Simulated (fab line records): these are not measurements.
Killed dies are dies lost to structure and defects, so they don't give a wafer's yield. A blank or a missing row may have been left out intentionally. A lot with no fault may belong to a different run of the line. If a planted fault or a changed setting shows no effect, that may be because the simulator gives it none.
Which tool was responsible? | flow sky130 | 12 lots (36 wafers sampled), 1 step of a 708-step route

WHAT THE GAUGES READ, wafer by wafer
SKY_VIA4_THK_MEAS_20: measures by xrf. Usual: VIA4_W_THK typically reads 510 nm, with standard deviation 8.2.
lot  | measured     | on            | VIA4_W_THK (nm) | flag
L841 | day 42 20:06 | film-metro-04 | 514 516 520     |
L842 | day 43 00:04 | film-metro-03 | 495 507 498     |
L843 | day 43 05:23 | film-metro-01 | 509 514 511     |
L845 | day 44 01:46 | film-metro-04 | 521 532 523     |
L847 | day 44 17:35 | film-metro-01 | 514 517 513     |
L850 | day 45 11:56 | film-metro-01 | 507 501 508     |
L856 | day 47 00:29 | film-metro-04 | 523 518 517     |
L857 | day 47 04:52 | film-metro-03 | 505 498 502     |
L859 | day 47 13:28 | film-metro-03 | 511 508 514     |
L860 | day 47 21:58 | film-metro-03 | 510 507 514     |
L862 | day 48 07:22 | film-metro-01 | 514 516 521     |
L863 | day 48 11:10 | film-metro-04 | 517 519 522     |

WHAT TOOL EACH LOT RAN ON (gives the tool, then ch and the chambers of the sampled wafers, and finally the start)
No process step before these readings appears in the record.

WHAT THE TOOLS THEMSELVES READ (means of the sampled wafers that have a number; where no wafer has one, the mark that the record gives instead)
The record holds no such reading with a usual standard deviation.

THE ANSWER, worked out from the rows above alone
Rule: a lot is off if the mean of its wafers that have a number lies more than 3 standard deviations from the usual mean. Also off: a lot with no number at a reading for which 4 or more lots have one. The other lots that the step has rows for count as sound. First the gauges in route order, then the tools' own readings, where a lot's mean is used as printed above. At the first step where some lot is off, the reading lying furthest off is the one used; lots without a number count as furthest.
Nothing can be told from this: no lot is off at any reading shown.

WHAT WAS PUT IN BY THE SIMULATOR
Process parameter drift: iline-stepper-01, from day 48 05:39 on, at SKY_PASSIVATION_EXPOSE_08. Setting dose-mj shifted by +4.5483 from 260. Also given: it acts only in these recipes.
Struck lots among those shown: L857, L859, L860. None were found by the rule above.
